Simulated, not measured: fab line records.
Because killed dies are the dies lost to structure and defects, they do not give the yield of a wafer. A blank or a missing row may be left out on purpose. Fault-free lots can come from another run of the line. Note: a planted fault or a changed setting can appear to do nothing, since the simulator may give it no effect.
Problem report in the 8D (eight disciplines) form, filled by code | flow sky130 | the parts of the form that need people (team, actions taken, sign-off) are left out

1. WHAT WENT WRONG
Wafers free of any fault read -0.4 nm (standard deviation 1.5) for SD_N_OVL at SKY_SD_N_OVL_MEAS_08, against a mean of -66.1 nm on 6 wafers of 2 lots. That is -44 standard deviations from the usual mean.
Seen first at day 30 10:23 on overlay-02, wafer L889.2. At this step, 33 wafers from 11 lots have a number in the record. Rule for "out", or "out of limits": more than 4 standard deviations from the usual mean. Any other wafer with a number is counted as sound.

2. WHAT IT IS AND WHAT IT IS NOT
question                    | is                     | is not
which readings at this step | SD_N_OVL               | -
which lots                  | L889, L892             | L882, L883, L884, L893, L899, L900, L903, L904, L905
which wafers of those lots  | all that have a number | -
read on which gauges        | overlay-02             | overlay-01
when                        | from day 30 10:23      | up to then (9 sound wafers); but 18 sound wafers of L893, L899, L900, L903, L904, L905 came after

3. SUSPECTS, AND WHAT RULES EACH OUT
Counting: a tool at a process step up to the reading stays a suspect if it ran every lot that is out and no sound lot after the first of them.
- the gauge at SKY_SD_N_OVL_MEAS_08: kept. All the wafers that are out were read on overlay-02, and no step on other tools shows them out.
- plasma asher-04 at SKY_SD_P_STRIP_10 (strips in O2/N2): ruled out as a lasting fault. The sound lots L893, L900 went through it after L889, its earliest lot that is out (day 28 03:36).
- iline stepper-02 at SKY_SD_N_EXPOSE_04 (exposes mask NSDM, target cd 380 nm): kept. Every lot that is out went through it, starting with L889 (day 29 20:37), and after that it ran no sound lot; the last sound lot it ran before then is L883 (day 28 18:52).
The count leaves overlay-02 at SKY_SD_N_OVL_MEAS_08 and iline stepper-02 at SKY_SD_N_EXPOSE_04.

4. THE CAUSE (what the simulator had put in)
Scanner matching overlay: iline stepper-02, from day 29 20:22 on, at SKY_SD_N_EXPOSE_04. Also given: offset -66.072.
Counting leaves 2 suspects; this tool is one of them.

5. THE CHAIN OF EFFECTS, in route order
One row per reading whose mean, taken over the struck wafers that have a number, lies over 3 standard deviations from the usual. Readings are gone through only where the record gives a usual standard deviation; hours: the median, over the lots, of the time from a lot's start at the first step in this table giving one to that lot's start at this step; sigmas: the change measured in usual standard deviations.
hours | step                 | reading  | usual   | on struck wafers | change | sigmas
0     | SKY_SD_N_OVL_MEAS_08 | SD_N_OVL | -0.4 nm | -66.1            | -65.7  | -44

6. WHAT WOULD HAVE CAUGHT IT SOONER
Counted from the fault's start at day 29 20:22, it took 14 hours until the first out-of-limits reading at a measuring or inspecting step in this record, taken at day 30 10:23.
Of the tool readings at SKY_SD_N_EXPOSE_04 for which the record gives a usual standard deviation, none was out on any struck wafer, so an alarm limit of 4 standard deviations on them would not have fired.
Lots out: 2; of these, L892 started SKY_SD_N_EXPOSE_04 on iline stepper-02 after day 30 10:23. Had the tool been put on hold then, it would have been spared.
